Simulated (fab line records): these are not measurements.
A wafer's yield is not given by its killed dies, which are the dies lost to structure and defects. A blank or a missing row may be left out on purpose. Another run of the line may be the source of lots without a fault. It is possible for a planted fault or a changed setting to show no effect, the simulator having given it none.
Split-lot study    flow gf180mcu    on a route of 602 steps: 5 lots, 23 wafers read

THE SPLIT
At GF_M4_SPUTTER_00 (material Ti, target thk 37.5 nm, time 150 s), the setting power-w was moved away from the recipe's 4000 W on 7 of the 23 wafers read, by -10.3% to -5.0%. For the rest of the wafers, this setting stayed at what the recipe calls for.

The split's own step is where the reading is taken.

THE READING
Ti_of_M4_SPUTTER_00.thk-nm (the simulator's own value, which no gauge read), in nm, at GF_M4_SPUTTER_00 (material Ti, target thk 37.5 nm, time 150 s). The file gives no usual value for it. The 16 wafers here that ran the recipe average 37.42 nm, standard deviation 0.34 nm.

wafer   tool, chamber at the split  power-w as run, W  against the recipe  Ti_of_M4_SPUTTER_00.thk-nm, nm  against lot-mates on the recipe
L080.1  pvd-sputter-03, -           3640               -9.0%               33.67                           -3.39
L080.2  pvd-sputter-03, -           4000               recipe              37.2                            -
L080.3  pvd-sputter-03, -           4000               recipe              37.02                           -
L080.5  pvd-sputter-03, -           4000               recipe              36.97                           -
L080.6  pvd-sputter-03, -           3640               -9.0%               33.88                           -3.18
L082.1  pvd-sputter-03, -           4000               recipe              36.78                           -
L082.3  pvd-sputter-03, -           3800               -5.0%               34.6                            -2.40
L082.4  pvd-sputter-03, -           4000               recipe              37.1                            -
L082.5  pvd-sputter-03, -           4000               recipe              37.11                           -
L082.6  pvd-sputter-03, -           3800               -5.0%               34.77                           -2.23
L083.2  pvd-sputter-04, -           4000               recipe              37.72                           -
L083.3  pvd-sputter-04, -           4000               recipe              37.83                           -
L083.4  pvd-sputter-04, -           4000               recipe              37.53                           -
L083.5  pvd-sputter-04, -           4000               recipe              37.8                            -
L083.6  pvd-sputter-04, -           4000               recipe              37.49                           -
L084.3  pvd-sputter-02, -           4000               recipe              37.44                           -
L084.4  pvd-sputter-02, -           4000               recipe              37.79                           -
L084.6  pvd-sputter-02, -           4000               recipe              37.85                           -
L085.2  pvd-sputter-02, -           4000               recipe              37.35                           -
L085.3  pvd-sputter-02, -           4000               recipe              37.67                           -
L085.4  pvd-sputter-02, -           3590               -10.3%              34.04                           -3.47
L085.5  pvd-sputter-02, -           3590               -10.3%              34                              -3.51
L085.6  pvd-sputter-02, -           3590               -10.3%              33.93                           -3.58

THE FIT
A straight line over all 23 wafers: Ti_of_M4_SPUTTER_00.thk-nm changes by +0.37 nm for each +1% of power-w; r = +0.96; the points scatter about the line by 0.43 nm.
The same after taking each lot's own level away (the mean of its wafers on the recipe; 23 wafers): +0.358 nm for each +1%; r = +0.99; scatter 0.22 nm.
On that fit, the largest move of power-w shifts the reading by 3.7 nm.
The span of the lots' own levels, 36.997 to 37.693 nm, comes to 2.1 times the standard deviation stated above.
Hence the lot-to-lot level has little effect on the slope; both slopes agree.
Check: -3.76 nm against its lot-mates is what the line predicts for one of the wafers moved furthest among these (-10.3%) when that wafer is left out of the fit. It came out at -3.47 nm against them.

ADDITIONAL SPLITS CARRIED BY THESE WAFERS
Before the reading, these wafers also passed through other splits. Each is held against what the fit with the lots' levels taken away leaves over:
other split on the same wafers  wafers away from the commonest value  r with Ti_of_M4_SPUTTER_00.thk-nm (lot level and that fit taken away)
GF_V1_ETCH_17 source-w          9                                     +0.00
GF_M2_SPUTTER_00 power-w        8                                     +0.03
GF_M2_SPUTTER_02 time-s         6                                     -0.49
GF_M2_EXPOSE_11 dose-mj         7                                     -0.46
GF_V2_COAT_09 resist-thk-nm     10                                    -0.18
GF_V2_ETCH_16 ion-energy-ev     5                                     +0.31
GF_M3_METAL_ETCH_16 icp-w       12                                    -0.45
GF_V3_CVD_00 sih4-flow-sccm     7                                     -0.28

THE FILE'S OWN FIT
Ti_of_M4_SPUTTER_00.thk-nm changes by +0.366 nm for each +1% of power-w, r = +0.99.
